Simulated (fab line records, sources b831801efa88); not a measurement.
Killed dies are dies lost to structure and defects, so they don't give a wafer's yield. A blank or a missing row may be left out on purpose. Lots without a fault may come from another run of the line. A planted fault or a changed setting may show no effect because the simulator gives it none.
One fault seen from 2 desks | flow gf180mcu | each desk has only its own numbers; what lay behind them comes last

THE TOOL OWNER'S DESK: cvd_w-02
The tool's own readings at GF_V3_CVD_23 (deposits W, target thk 350 nm, time 104.9 s): means of the sampled wafers that have a number, for each lot that ran on this tool. A lot is out of limits, marked OUT, if its mean lies more than 4 standard deviations from the usual mean; the brackets give that distance.
Columns: A = heater_power_w at GF_V3_CVD_23, usual 866 W
lot  | first seen here | A
L612 | day 22 16:18    | 875
L614 | day 23 14:36    | 827
L620 | day 25 08:42    | 900
L626 | day 27 06:08    | 865
L632 | day 28 19:42    | 942
L635 | day 29 18:24    | 876
This desk's finding: nothing out of limits on any of the 6 lots.

THE METROLOGY DESK
What the gauges read, lot by lot, whatever tool the lot ran on: means of the sampled wafers that have a number. A lot is out of limits, marked OUT, if its mean lies more than 4 standard deviations from the usual mean; the brackets give that distance.
Columns: A = V3_W_RS at GF_V3_RS_MEAS_24, usual 0.327 ohm/sq; B = V3_W_THK at GF_V3_THK_MEAS_25, usual 341 nm; C = cd_nm at GF_M4_CD_MEAS_14, usual 280.3 nm; D = V4_BOW at GF_V4_BOW_MEAS_05, usual 136 um
lot  | first seen here | A               | B             | C     | D
L612 | day 22 16:26    | 0.330           | 340           | 279.8 | 140
L613 | day 23 01:38    | 0.326           | 341           | 281.9 | 131
L614 | day 23 14:43    | 0.329           | 341           | 280.9 | 145
L615 | day 23 17:57    | 0.323           | 346           | 279.0 | 136
L617 | day 24 03:35    | 0.329           | 342           | 282.5 | 133
L620 | day 25 08:49    | 0.329           | 334           | 280.2 | 123
L623 | day 26 03:19    | 0.324           | 336           | 280.0 | 143
L626 | day 27 06:16    | 0.331           | 339           | 280.6 | 139
L632 | day 28 19:49    | 0.188 (-30) OUT | -             | 279.5 | 126
L633 | day 29 06:19    | 0.327           | 340           | 278.9 | 128
L635 | day 29 18:31    | 0.183 (-31) OUT | 564 (+38) OUT | 281.2 | 147
This desk's finding: out of limits on L632, L635; first on L632, day 28 19:49 (V3_W_RS at GF_V3_RS_MEAS_24). In limits: L612, L613, L614, L615, L617, L620, L623, L626, L633.

PUT TOGETHER
The metrology desk could have raised an alarm at day 28 19:49, on L632, L635.
The tool owner's desk saw nothing out of limits.
The tool owner's desk has L632, L635 on record, within its limits.
Of the lots named, all ran GF_V3_CVD_23 on cvd_w-02.

WHAT THE SIMULATOR HAD PUT IN
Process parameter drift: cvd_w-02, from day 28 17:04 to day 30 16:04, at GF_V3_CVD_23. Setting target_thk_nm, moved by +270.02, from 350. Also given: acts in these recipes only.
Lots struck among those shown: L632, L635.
Hours from the fault's start to each desk's first reading out of limits: the metrology desk, 3.
